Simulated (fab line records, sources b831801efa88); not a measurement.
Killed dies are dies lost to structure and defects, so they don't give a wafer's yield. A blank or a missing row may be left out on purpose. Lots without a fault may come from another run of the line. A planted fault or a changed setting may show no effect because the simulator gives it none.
A struck lot beside a sound one | flow gf180mcu | 18 steps out of a route of 602
Sound: wafers L888.1, L888.3, L888.6. Struck: wafers L893.1, L893.2, L893.3. The cause comes at the end.
At each step with rows: each side's tool, then ch and its chambers, then its first start. Under that, the readings that differ: sound wafers | struck wafers | difference of the means | sigmas: that difference in standard deviations of wafers without a fault.
alike: readings whose means differ by less than 2 such deviations, and words and numbers that are the same on both sides. not compared: withheld readings, readings that some wafer has no value for, bounds like >300 that may hide the same value, and numbers for which the record gives no deviation and whose values overlap.
The two part at a step that has a row with sigmas, a row that says differs or no value, or rows on one side only. Numbers that don't overlap but have no deviation are shown without sigmas and don't part them. A reading that every wafer of one side lacks parts them only if that side has two wafers or more.

first, 3 steps without rows for these wafers: GF_V3_EXPOSE_11 (exposes mask Via3, target cd 260 nm); GF_V3_PEB_12 (peb time 90 s); GF_V3_DEVELOP_13 (develop time 60 s).
GF_V3_CD_MEAS_14: target cd 260 nm.
  sound on cd_sem-01, day 23 18:19; struck on cd_sem-02, day 25 20:25
  alike: cd_nm
GF_V3_OVL_MEAS_15:
  sound on overlay-02, day 23 18:26; struck on overlay-02, day 25 20:32
  alike: V3_OVL
GF_V3_ETCH_16: etches BARC in N2/H2.
  sound on rie_diel-04 ch 1,3, day 23 18:28; struck on rie_diel-03 ch 1,2,3, day 25 20:34
  alike: drypump_motor_current_A, h2_flow_sccm, oes_product_au, rf_fwd_power_W, throttle_valve_pct
GF_V3_ETCH_17: etches SiO2 in C4F8/O2/Ar, stops on TiN, target depth 635 nm.
  sound on rie_diel-04 ch 1,3; struck on rie_diel-03 ch 1,2,3
  alike: oes_product_au, rf_fwd_power_W
GF_V3_STRIP_18: strips in O2/N2.
  sound on plasma_asher-02 ch 0, day 23 18:35; struck on plasma_asher-02 ch 0,1, day 25 20:41
  alike: drypump_motor_current_A, heater_power_w, oes_product_au
  not compared: rf_hours_counter_h
then, 2 steps without rows for these wafers: GF_V3_STRIP_19 (strips in post etch residue remover, time 1200 s); GF_V3_CLEAN_20 (cleans in DIW).
GF_V3_SPUTTER_21: material Ti, target thk 15 nm, time 80.02 s.
  sound on pvd_sputter-04, day 23 19:08; struck on pvd_sputter-02, day 25 21:13
  alike: cathode_dc_power_W, throttle_valve_pct
then, 1 step without rows for these wafers: GF_V3_SPUTTER_22 (material TiN, target thk 10 nm, time 40 s).
GF_V3_CVD_23: deposits W, target thk 350 nm, time 104.9 s.
  sound on cvd_w-02 ch 0,1, day 23 19:14; struck on cvd_w-01 ch 0,1, day 25 21:19
  reading                          | sound                | struck               | difference | sigmas
  susceptor_temp_C (C)             | 400.17 399.92 399.79 | 406.91 406.47 406.63 | +6.71      | +32
  model.W_of_V3_CVD_23.thk_nm (nm) | 352.7 349.4 353.6    | 392.4 389 391.9      | +39.2      |
  alike: heater_power_outer_w, heater_power_w
GF_V3_RS_MEAS_24: measures by four-point-probe.
  sound on film_metro-02, day 23 19:21; struck on film_metro-04, day 25 21:26
  reading          | sound             | struck            | difference | sigmas
  V3_W_RS (ohm/sq) | 0.324 0.328 0.324 | 0.292 0.295 0.292 | -0.032     | -9
GF_V3_THK_MEAS_25: measures by xrf.
  sound on film_metro-02, day 23 19:28; struck on film_metro-04, day 25 21:34
  reading       | sound       | struck      | difference | sigmas
  V3_W_THK (nm) | 358 354 359 | 388 386 389 | +31        | +4
GF_V3_CMP_26: polishes, stops on SiO2, t overpolish 15 s, target thk 0 nm.
  sound on cmp-02 ch 0,1, day 23 19:32; struck on cmp-02 ch 0,2,3, day 25 21:37
  reading                | sound    | struck   | difference | sigmas
  time_to_endpoint_s (s) | 92 85 93 | 98 98 97 | +8         | +2
  alike: motor_current_A
GF_M4_SPUTTER_00: material Ti, target thk 37.5 nm, time 150 s.
  sound on pvd_sputter-03, day 23 19:50; struck on pvd_sputter-01, day 25 21:55
  alike: cathode_dc_power_W, throttle_valve_pct
then, 1 step without rows for these wafers: GF_PASSIVATION_PROBE_99.

WHERE THEY PART
First at GF_V3_CVD_23; last, within this record, at GF_V3_CMP_26. Later steps at which nothing parts them and some readings are alike: GF_M4_SPUTTER_00.

WHY: what the simulator had put in
Process parameter drift: cvd_w-01, from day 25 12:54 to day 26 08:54, at GF_V3_CVD_23. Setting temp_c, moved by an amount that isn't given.
